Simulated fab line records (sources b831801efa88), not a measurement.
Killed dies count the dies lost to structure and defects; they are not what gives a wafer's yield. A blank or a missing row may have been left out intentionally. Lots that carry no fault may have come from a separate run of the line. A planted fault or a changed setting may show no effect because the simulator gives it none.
A lot that was struck, set against a sound lot || flow gf180mcu || 31 steps out of a route of 602
Sound: wafers L270.2, L270.4, L270.6. Struck: wafer L280.4 (L280.2, L280.5, from the same lot, were not struck and are left out); the cause is given at the end.
Order at every step that has rows: each side's tool, ch and its chambers, its first start. Under that, the readings that differ: sound wafers || struck wafers || difference of the means || sigmas: that difference in standard deviations of wafers without a fault.
alike: readings with means less than 2 such deviations apart, plus words and numbers identical on both sides. not compared: withheld readings, readings lacking a value on some wafer, bounds such as >300 that could conceal the same value, and numbers that have no deviation in the record and whose values overlap.
The two part at a step that has a row with sigmas, a row that says differs or no value, or rows on one side only. When numbers do not overlap yet have no deviation, they are printed without sigmas and do not part them. A reading that every wafer of one side lacks parts them only if that side has two wafers or more.

first, 1 step without rows for these wafers: GF_V4_CLEAN_20 (cleans in DIW).
GF_V4_SPUTTER_21: material Ti, target thk 15 nm, time 80.02 s.
  struck on pvd sputter-01, day 28 17:52; sound on pvd sputter-04, day 25 19:17
  alike: throttle valve pct
then, 2 steps without rows for these wafers: GF_V4_SPUTTER_22 (material TiN, target thk 10 nm, time 40 s); GF_V4_CVD_23 (deposits W, target thk 350 nm, time 104.9 s).
GF_V4_RS_MEAS_24: the measuring method here is four-point-probe.
  struck on film metro-03, day 28 18:06; sound on film metro-02, day 25 19:31
  alike: V4_W_RS
GF_V4_THK_MEAS_25: measures by xrf.
  struck on film metro-03, day 28 18:13; sound on film metro-02, day 25 19:38
  alike: V4_W_THK
then, 2 steps without rows for these wafers: GF_V4_CMP_26 (polishes, stops on SiO2, t overpolish 15 s, target thk 0 nm); GF_MIM_SPUTTER_00 (material Ti, target thk 37.5 nm, time 150 s).
GF_MIM_SPUTTER_01: material TiN, target thk 30 nm, time 25 s.
  struck on pvd sputter-02, day 28 18:40; sound on pvd sputter-01, day 25 20:36
  alike: throttle valve pct
then, 3 steps without rows for these wafers: GF_MIM_SPUTTER_02 (material AlCu, target thk 450 nm, time 23.9 s); GF_MIM_SPUTTER_03 (material Ti, target thk 10 nm, time 6.7 s); GF_MIM_SPUTTER_04 (material TiN, target thk 50 nm, time 41.7 s).
GF_MIM_CVD_05: deposits Si3N4, target thk 42 nm, time 29.086 s.
  sound on pecvd-04 ch 0,1, day 25 20:43; struck on pecvd-01 ch 1, day 28 18:47
{"reading": "heater power w (W)", "sound": "570 590 628", "struck": 419, "difference": -177, "sigmas": -2}
{"reading": "model.Si3N4_of_MIM_CVD_05.thk nm (nm)", "sound": "42.19 42.62 42.87", "struck": 43.06, "difference": "+0.50", "sigmas": ""}
  alike: heater power outer w
GF_MIM_THK_MEAS_06:
  struck on film metro-01, day 28 18:50; sound on film metro-04, day 25 20:46
  alike: MIM_CVD_05_THK
then, 1 step without rows for these wafers: GF_MIM_SPUTTER_07 (material TiN, target thk 60 nm, time 50 s).
GF_MIM_SPUTTER_08: material AlCu, target thk 200 nm, time 10.6 s.
  struck on pvd sputter-04, day 28 18:55; sound on pvd sputter-04, day 25 20:52
{"reading": "throttle valve pct (%)", "sound": "31.6 31.1 31.0", "struck": 29.0, "difference": -2.2, "sigmas": -3}
GF_MIM_SPUTTER_09: material TiN, target thk 35 nm, time 29.2 s.
  struck on pvd sputter-04, day 28 18:57; sound on pvd sputter-04, day 25 20:53
{"reading": "throttle valve pct (%)", "sound": "31.3 31.0 31.1", "struck": 29.0, "difference": -2.1, "sigmas": -2}
GF_MIM_RS_MEAS_10: the measuring method here is four-point-probe.
  struck on film metro-01, day 28 19:00; sound on film metro-02, day 25 20:56
  alike: MIM_ALCU_RS
GF_MIM_THK_MEAS_11: measures by xrf.
  struck on film metro-01, day 28 19:07; sound on film metro-02, day 25 21:03
  alike: MIM_ALCU_THK
then, 7 steps without rows for these wafers: GF_MIM_DEHYDRATE_12 (time 60 s); GF_MIM_HMDS_13 (prime time 60 s); GF_MIM_COAT_14 (resist thk 1000 nm); GF_MIM_SOFTBAKE_15 (time 60 s); GF_MIM_EXPOSE_16 (exposes mask FuseTop, target cd 2000 nm); GF_MIM_PEB_17; GF_MIM_DEVELOP_18 (develop time 60 s).
GF_MIM_METAL_ETCH_19: etches the open film in Cl2/BCl3, stops on Si3N4, target depth 324.5 nm, time 54.1 s.
  sound on rie metal-02 ch 0,1, day 26 17:25; struck on rie metal-02 ch 0, day 29 14:23
  alike: drypump motor current A, oes product au, throttle valve pct
  not compared: rf hours counter h
then, 1 step without rows for these wafers: GF_MIM_STRIP_20 (strips in O2/N2).
GF_MIM_STRIP_21: strips in post etch residue remover, time 1200 s.
  sound on wet bench-02 ch 1, day 26 17:35; struck on wet bench-01 ch 1, day 29 14:33
{"reading": "model.Si3N4_of_MIM_CVD_05.thk nm (nm)", "sound": "41.83 42.27 42.52", "struck": 42.7, "difference": "+0.5", "sigmas": ""}
  alike: temp c
then, 1 step without rows for these wafers: GF_MIM_CLEAN_22 (cleans in DIW).
GF_PASSIVATION_PROBE_99:
  rows exist in the record for the sound wafers here (prober-02, day 30 07:38), none for the struck ones

WHERE THEY PART
Earliest at GF_MIM_CVD_05; latest, in this record, at GF_PASSIVATION_PROBE_99.

WHY: whatever the simulator had introduced
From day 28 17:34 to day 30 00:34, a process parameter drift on pecvd-01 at GF_MIM_CVD_05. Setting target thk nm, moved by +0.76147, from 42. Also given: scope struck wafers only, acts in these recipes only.
